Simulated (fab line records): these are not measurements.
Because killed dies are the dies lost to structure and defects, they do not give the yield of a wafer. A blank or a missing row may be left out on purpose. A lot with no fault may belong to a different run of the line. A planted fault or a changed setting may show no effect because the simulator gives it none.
Matching of chambers	flow sky130	SKY_POLY_CUT_ETCH_11 on rieDiel-04: 4 sister chambers
The step etches Si3N4 in CF4/CH2F2/Ar, stops on poly-Si, time 42.5 s, target depth 60 nm. 4 wafers are shown with their chamber, then 7 later ones without.

WAFERS WITH THEIR CHAMBER
wafer	chamber	drypumpMotorCurrentA (A)
L081.3	1	4.9
L083.1	2	5.7
L085.1	3	5.2
L085.5	0	5.6

WAFERS WITH NO CHAMBER GIVEN
wafer	drypumpMotorCurrentA (A)
L085.6	4.9
L092.2	4.8
L092.4	5.2
L092.6	5.6
L093.2	5.2
L093.4	5.7
L093.6	5.7

THE CHAMBER EACH PASSED THROUGH
wafer	from the rows above	in truth
L085.6	1	1
L092.2	1	1
L092.4	3	3
L092.6	0	0
L093.2	3	3
L093.4	2	2
L093.6	2	2
Placed correctly: 7 of 7. Number that these rows cannot place: 0. Placed wrongly: 0.
How it was worked out, from the rows above alone: a wafer's distance from a chamber is the root of the sum, over the readings, of the square of ((its reading less the chamber's mean) divided by the reading's scatter). If the next closest chamber is less than 2 further off than the closest, the wafer can't be placed; otherwise it belongs to the closest. For every chamber, the mean is computed from those of its wafers that are shown. The scatter: root of mean squared gap, hidden wafer to nearest shown wafer, with one shown wafer a chamber.
